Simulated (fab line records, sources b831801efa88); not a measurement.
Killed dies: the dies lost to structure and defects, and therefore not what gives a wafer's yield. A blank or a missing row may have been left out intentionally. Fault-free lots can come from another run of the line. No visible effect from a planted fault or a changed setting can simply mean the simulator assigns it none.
fab line records -- flow gf180mcu
[record] lots = 13, wafers = 39, last-day = 34
route steps=602 shown HV_LDD@214 NSD@239 M2@376 V2@404
lots untouched by any fault: they come from a run of this same line in which no faults occurred
start-h: hours from the record's first day to the start of the lot's first wafer shown -- wait-h: hours elapsed since this lot's preceding step -- " as in the row above -- L1.1+2: several wafers, shown together as one row -- - no value, or no start given -- * or withheld: withheld -- < > ~ a bound
route shown NAME@n: NAME is a module with steps in the file, n the number in the route of the first one -- usual: average and standard deviation across the fault-free wafers -- same: alike in all rows -- chamber/n: place in a boat -- sites: the reading at each site -- _std_site: the standard deviation of these -- _edge_site: the outer-site mean with the inner-site mean subtracted -- radius-mm: for every site, how far away it sits from the centre of the wafer -- mask NAME#n: copy n -- behind: the most recent tool/chamber to have shaped the wafer -- hold: why the lot went on hold/how many hours it stayed there/how the hold came to an end -- device: which transistor (n, p or np) failed to switch -- end of line: tests of these same wafers at the route's end -- a step with no rows: only its recipe -- killed: dies lost to structure and defects at the first sort, not the wafer's yield -- map: per-die view of a wafer (x killed, . not killed, _ where there is no die)
set.NAME: the run value of the setting; set.NAME@STEP: its run value at that earlier step -- model.NAME: the simulator's own value behind a step, which no gauge read
the route's steps for a sample of lots (tables are steps, rows are wafers)
services: the hour from which a tool's chamber was out of use, counted from the record's first day as start-h (under 0 if before that day), plus the number of hours and why
[[steps]]
[step GF_HV_LDD_TW_MEAS_38]
[usual] HV_LDD_3_TW = 1449/7
lot.wafer,tool,chamber,start-h,wait-h,HV_LDD_3_TW
L405.1,film-metro-03,-,253.64,0.1,1449
L405.3,film-metro-03,-,253.64,0.1,1446
L405.5,film-metro-03,-,253.64,0.1,1448
L406.1,film-metro-04,-,258.66,0.1,1457
L406.2,film-metro-04,-,258.66,0.1,1459
L406.6,film-metro-04,-,258.66,0.1,1456
L407.1,film-metro-03,-,267.14,0.1,1449
L407.3,film-metro-03,-,267.14,0.1,1449
L407.4,film-metro-03,-,267.14,0.1,1449
L408.1,film-metro-03,-,274.44,0.1,1447
L408.3,film-metro-03,-,274.44,0.1,1458
L408.4,film-metro-03,-,274.44,0.1,1442
L409.3,film-metro-04,-,281.66,0.1,1450
L409.5,film-metro-04,-,281.66,0.1,1443
L409.6,film-metro-04,-,281.66,0.1,1452
L412.2,film-metro-01,-,308.90,0.1,1445
L412.4,film-metro-01,-,308.90,0.1,1458
L412.5,film-metro-01,-,308.90,0.1,1454
L413.3,film-metro-01,-,309.53,0.1,1451
L413.4,film-metro-01,-,309.53,0.1,1453
L413.6,film-metro-01,-,309.53,0.1,1455
L415.1,film-metro-03,-,338.89,0.1,1453
L415.3,film-metro-03,-,338.89,0.1,1457
L415.5,film-metro-03,-,338.89,0.1,1457
L416.2,film-metro-01,-,349.17,0.1,1448
L416.3,film-metro-01,-,349.17,0.1,1443
L416.4,film-metro-01,-,349.17,0.1,1440
L421.3,film-metro-04,-,379.55,0.1,1441
L421.5,film-metro-04,-,379.55,0.1,1437
L421.6,film-metro-04,-,379.55,0.1,1442
L423.3,film-metro-01,-,392.06,0.1,1443
L423.4,film-metro-01,-,392.06,0.1,1442
L423.5,film-metro-01,-,392.06,0.1,1449
L427.1,film-metro-01,-,427.11,0.1,1444
L427.3,film-metro-01,-,427.11,0.1,1450
L427.6,film-metro-01,-,427.11,0.1,1451
L428.3,film-metro-03,-,440.03,0.1,1446
L428.4,film-metro-03,-,440.03,0.1,1447
L428.5,film-metro-03,-,440.03,0.1,1449
[step GF_NSD_EXPOSE_04]
[recipe] mask-id = Nplus, target-cd-nm = 400, na = 0.6, source-shape = conventional, sigma-outer = 0.6, dose-mj = 140
lot.wafer,tool,chamber,start-h,wait-h,mask
L405.1+3+5,iline-stepper-02,0,286.10,-,Nplus#0
L406.1+2+6,iline-stepper-02,0,290.76,-,Nplus#0
L407.1+3+4,iline-stepper-01,0,299.08,-,Nplus#0
L408.1+3+4,iline-stepper-01,0,307.44,-,Nplus#0
L409.3+5+6,iline-stepper-01,0,315.03,-,Nplus#0
L412.2+4+5,iline-stepper-01,0,343.81,-,Nplus#0
L413.3+4+6,iline-stepper-01,0,344.54,-,Nplus#0
L415.1+3+5,iline-stepper-02,0,375.47,-,Nplus#0
L416.2+3+4,iline-stepper-02,0,385.87,-,Nplus#0
L421.3+5+6,iline-stepper-02,0,417.58,-,Nplus_HV_AREA#0
L423.3+4+5,iline-stepper-02,0,430.82,-,Nplus#0
L427.1+3+6,iline-stepper-02,0,468.06,-,Nplus#0
L428.3+4+5,iline-stepper-02,0,479.12,-,Nplus#0
[step GF_NSD_CD_MEAS_07]
[recipe] target-cd-nm = 400
[usual] cd-nm = 400.6/2.2
lot.wafer,tool,chamber,start-h,wait-h,cd-nm
L405.1,cd-sem-01,-,295.80,0.1,396.3
L405.3,cd-sem-01,-,295.80,0.1,397.0
L405.5,cd-sem-01,-,295.80,0.1,396.7
L406.1,cd-sem-01,-,300.74,0.1,402.5
L406.2,cd-sem-01,-,300.74,0.1,401.5
L406.6,cd-sem-01,-,300.74,0.1,402.4
L407.1,cd-sem-01,-,309.20,0.1,399.8
L407.3,cd-sem-01,-,309.20,0.1,400.2
L407.4,cd-sem-01,-,309.20,0.1,400.2
L408.1,cd-sem-01,-,316.96,0.1,397.3
L408.3,cd-sem-01,-,316.96,0.1,397.8
L408.4,cd-sem-01,-,316.96,0.1,397.3
L409.3,cd-sem-02,-,325.60,0.1,400.6
L409.5,cd-sem-02,-,325.60,0.1,399.1
L409.6,cd-sem-02,-,325.60,0.1,400.0
L412.2,cd-sem-02,-,354.92,0.1,402.5
L412.4,cd-sem-02,-,354.92,0.1,403.2
L412.5,cd-sem-02,-,354.92,0.1,402.2
L413.3,cd-sem-02,-,355.70,0.1,399.9
L413.4,cd-sem-02,-,355.70,0.1,400.2
L413.6,cd-sem-02,-,355.70,0.1,401.2
L415.1,cd-sem-02,-,386.49,0.1,400.4
L415.3,cd-sem-02,-,386.49,0.1,399.6
L415.5,cd-sem-02,-,386.49,0.1,399.4
L416.2,cd-sem-02,-,396.46,0.1,399.8
L416.3,cd-sem-02,-,396.46,0.1,400.2
L416.4,cd-sem-02,-,396.46,0.1,399.3
L421.3,cd-sem-02,-,428.74,0.1,-
L421.5,cd-sem-02,-,428.74,0.1,-
L421.6,cd-sem-02,-,428.74,0.1,-
L423.3,cd-sem-01,-,442.94,0.1,399.2
L423.4,cd-sem-01,-,442.94,0.1,399.4
L423.5,cd-sem-01,-,442.94,0.1,397.7
L427.1,cd-sem-01,-,479.72,0.2,402.5
L427.3,cd-sem-01,-,479.72,0.2,401.7
L427.6,cd-sem-01,-,479.72,0.2,402.8
L428.3,cd-sem-02,-,490.73,0.1,403.3
L428.4,cd-sem-02,-,490.73,0.1,404.2
L428.5,cd-sem-02,-,490.73,0.1,403.7
[step GF_NSD_TW_MEAS_12]
[usual] NSD_TW = 4266/30
lot.wafer,tool,chamber,start-h,wait-h,NSD_TW
L405.1,film-metro-03,-,296.35,0.1,4263
L405.3,film-metro-03,-,296.35,0.1,4274
L405.5,film-metro-03,-,296.35,0.1,4303
L406.1,film-metro-04,-,301.29,0.1,4299
L406.2,film-metro-04,-,301.29,0.1,4303
L406.6,film-metro-04,-,301.29,0.1,4285
L407.1,film-metro-04,-,309.75,0.1,4291
L407.3,film-metro-04,-,309.75,0.1,4289
L407.4,film-metro-04,-,309.75,0.1,4269
L408.1,film-metro-02,-,317.51,0.1,4255
L408.3,film-metro-02,-,317.51,0.1,4271
L408.4,film-metro-02,-,317.51,0.1,4273
L409.3,film-metro-04,-,326.13,0.1,4299
L409.5,film-metro-04,-,326.13,0.1,4318
L409.6,film-metro-04,-,326.13,0.1,4301
L412.2,film-metro-02,-,355.46,0.1,4211
L412.4,film-metro-02,-,355.46,0.1,4230
L412.5,film-metro-02,-,355.46,0.1,4213
L413.3,film-metro-02,-,356.23,0.1,4226
L413.4,film-metro-02,-,356.23,0.1,4231
L413.6,film-metro-02,-,356.23,0.1,4208
L415.1,film-metro-02,-,387.04,0.1,4250
L415.3,film-metro-02,-,387.04,0.1,4232
L415.5,film-metro-02,-,387.04,0.1,4226
L416.2,film-metro-03,-,397.04,0.1,4285
L416.3,film-metro-03,-,397.04,0.1,4291
L416.4,film-metro-03,-,397.04,0.1,4284
L421.3,film-metro-02,-,429.28,0.1,30
L421.5,film-metro-02,-,429.28,0.1,30
L421.6,film-metro-02,-,429.28,0.1,30
L423.3,film-metro-02,-,443.47,0.1,4269
L423.4,film-metro-02,-,443.47,0.1,4275
L423.5,film-metro-02,-,443.47,0.1,4260
L427.1,film-metro-02,-,480.28,0.1,4233
L427.3,film-metro-02,-,480.28,0.1,4245
L427.6,film-metro-02,-,480.28,0.1,4230
L428.3,film-metro-03,-,491.27,0.1,4290
L428.4,film-metro-03,-,491.27,0.1,4287
L428.5,film-metro-03,-,491.27,0.1,4294
[step GF_M2_CD_MEAS_14]
[recipe] target-cd-nm = 280
[usual] cd-nm = 280.1/1
lot.wafer,tool,chamber,start-h,wait-h,cd-nm
L405.1,cd-sem-02,-,436.40,0.1,281.4
L405.3,cd-sem-02,-,436.40,0.1,280.8
L405.5,cd-sem-02,-,436.40,0.1,281.0
L406.1,cd-sem-01,-,439.91,0.2,278.3
L406.2,cd-sem-01,-,439.91,0.2,279.4
L406.6,cd-sem-01,-,439.91,0.2,278.3
L407.1,cd-sem-02,-,451.38,0.1,280.1
L407.3,cd-sem-02,-,451.38,0.1,280.4
L407.4,cd-sem-02,-,451.38,0.1,281.0
L408.1,cd-sem-02,-,461.48,0.1,279.2
L408.3,cd-sem-02,-,461.48,0.1,279.4
L408.4,cd-sem-02,-,461.48,0.1,278.9
L409.3,cd-sem-01,-,469.34,0.1,278.4
L409.5,cd-sem-01,-,469.34,0.1,279.2
L409.6,cd-sem-01,-,469.34,0.1,280.7
L412.2,cd-sem-02,-,502.82,0.1,280.5
L412.4,cd-sem-02,-,502.82,0.1,281.2
L412.5,cd-sem-02,-,502.82,0.1,280.1
L413.3,cd-sem-02,-,503.42,0.1,281.6
L413.4,cd-sem-02,-,503.42,0.1,280.8
L413.6,cd-sem-02,-,503.42,0.1,280.6
L415.1,cd-sem-01,-,534.93,0.1,280.5
L415.3,cd-sem-01,-,534.93,0.1,280.9
L415.5,cd-sem-01,-,534.93,0.1,280.6
L416.2,cd-sem-01,-,544.06,0.1,279.0
L416.3,cd-sem-01,-,544.06,0.1,279.4
L416.4,cd-sem-01,-,544.06,0.1,279.5
L421.3,cd-sem-01,-,576.61,0.1,277.3
L421.5,cd-sem-01,-,576.61,0.1,277.9
L421.6,cd-sem-01,-,576.61,0.1,278.3
L423.3,cd-sem-02,-,587.98,0.1,279.2
L423.4,cd-sem-02,-,587.98,0.1,280.5
L423.5,cd-sem-02,-,587.98,0.1,279.9
L427.1,cd-sem-02,-,620.44,0.1,280.1
L427.3,cd-sem-02,-,620.44,0.1,280.1
L427.6,cd-sem-02,-,620.44,0.1,280.6
L428.3,cd-sem-01,-,630.74,0.1,280.6
L428.4,cd-sem-01,-,630.74,0.1,280.6
L428.5,cd-sem-01,-,630.74,0.1,280.5
[step GF_V2_SPUTTER_22]
[recipe] material = TiN, target-thk-nm = 10, chamber-pressure-pa = 5, power-w = 4000, time-s = 40
[usual] throttle-valve-pct = 30.3/1.2
lot.wafer,tool,chamber,start-h,wait-h,throttle-valve-pct
L405.1,pvd-sputter-04,-,462.72,0.0,31.4
L405.3,pvd-sputter-04,-,462.72,0.0,29.9
L405.5,pvd-sputter-04,-,462.72,0.0,31.1
L406.1,pvd-sputter-03,-,466.49,0.0,32.6
L406.2,pvd-sputter-03,-,466.49,0.0,28.5
L406.6,pvd-sputter-03,-,466.49,0.0,30.5
L407.1,pvd-sputter-04,-,477.75,0.0,31.3
L407.3,pvd-sputter-04,-,477.75,0.0,30.0
L407.4,pvd-sputter-04,-,477.75,0.0,29.0
L408.1,pvd-sputter-04,-,488.11,0.0,29.7
L408.3,pvd-sputter-04,-,488.11,0.0,28.9
L408.4,pvd-sputter-04,-,488.11,0.0,31.0
L409.3,pvd-sputter-04,-,495.30,0.0,30.0
L409.5,pvd-sputter-04,-,495.30,0.0,30.0
L409.6,pvd-sputter-04,-,495.30,0.0,30.1
L412.2,pvd-sputter-03,-,528.17,0.0,28.6
L412.4,pvd-sputter-03,-,528.17,0.0,32.5
L412.5,pvd-sputter-03,-,528.17,0.0,32.3
L413.3,pvd-sputter-04,-,529.00,0.0,30.0
L413.4,pvd-sputter-04,-,529.00,0.0,29.0
L413.6,pvd-sputter-04,-,529.00,0.0,30.2
L415.1,pvd-sputter-03,-,560.29,0.0,32.4
L415.3,pvd-sputter-03,-,560.29,0.0,30.6
L415.5,pvd-sputter-03,-,560.29,0.0,32.4
L416.2,pvd-sputter-03,-,567.98,0.0,29.8
L416.3,pvd-sputter-03,-,567.98,0.0,30.3
L416.4,pvd-sputter-03,-,567.98,0.0,28.5
L421.3,pvd-sputter-04,-,600.24,0.0,29.8
L421.5,pvd-sputter-04,-,600.24,0.0,30.0
L421.6,pvd-sputter-04,-,600.24,0.0,28.8
L423.3,pvd-sputter-04,-,610.87,0.0,29.9
L423.4,pvd-sputter-04,-,610.87,0.0,29.9
L423.5,pvd-sputter-04,-,610.87,0.0,28.7
L427.1,pvd-sputter-03,-,643.05,0.0,32.5
L427.3,pvd-sputter-03,-,643.05,0.0,30.6
L427.6,pvd-sputter-03,-,643.05,0.0,28.5
L428.3,pvd-sputter-02,-,653.28,0.0,29.0
L428.4,pvd-sputter-02,-,653.28,0.0,31.1
L428.5,pvd-sputter-02,-,653.28,0.0,31.8
[[services]]
tool,chamber,start-h,hours,kind
pvd-sputter-04,-,286.72,2.6,repair
pvd-sputter-02,-,303.90,2.3,repair
pvd-sputter-03,-,312.63,3.2,repair
iline-stepper-01,-,375.58,1.7,pm
iline-stepper-02,-,392.69,2.1,pm
iline-stepper-02,-,394.78,-,consumable-replace:lamp
iline-stepper-01,-,417.81,7.9,repair
pvd-sputter-03,-,426.13,11.6,repair
pvd-sputter-02,-,427.86,6.2,repair
pvd-sputter-04,-,448.82,2.2,repair
iline-stepper-02,-,449.00,1.7,pm
pvd-sputter-04,-,472.53,4.9,repair
iline-stepper-01,-,488.31,3.9,repair
iline-stepper-02,-,551.55,3.1,repair
pvd-sputter-04,2,581.52,-,consumable-replace:kit
pvd-sputter-04,2,581.52,18.0,scheduled-down
pvd-sputter-04,2,581.52,18.0,vent-cycle
iline-stepper-01,-,593.76,1.7,pm
iline-stepper-01,-,595.43,2.1,pm
iline-stepper-01,-,597.51,-,consumable-replace:lamp
iline-stepper-01,-,610.87,4.4,pm
pvd-sputter-03,2,627.25,-,consumable-replace:kit
pvd-sputter-03,2,627.25,18.0,scheduled-down
pvd-sputter-03,2,627.25,18.0,vent-cycle
[[key]]
[first-sign] step = GF_NSD_EXPOSE_04, reading = mask, direction = changed
[effect] step = GF_NSD_CD_MEAS_07, reading = cd-nm, direction = missing
[effect] step = GF_NSD_TW_MEAS_12, reading = NSD_TW, direction = down, sigmas = 99+, usual = 4266, struck = 30
met-at GF_NSD_EXPOSE_04
struck-lots L421
sort-left-out L421.3,L421.5,L421.6
tester-left-out L421
not-acting-at GF_HV_LDD_TW_MEAS_38,GF_M2_CD_MEAS_14,GF_V2_SPUTTER_22
onset-between 385.87 417.58
[fault] kind = wrong-mask, tool = any, chamber = -, onset-h = 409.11, steps = GF_NSD_EXPOSE_04, aux-copy = Nplus_HV_AREA#0, scope = struck-lots-only
// tester-left-out: of these lots the tester's yield and bins aren't shown, on N5 and GAA mostly nor the transistor test; their killed dies are dies lost to structure and defects alone, not to doping, threshold or leakage, so they don't give the yield
// sort-left-out: the simulated sort isn't trusted on such a fault, so these wafers' sort isn't shown, and their yield isn't known
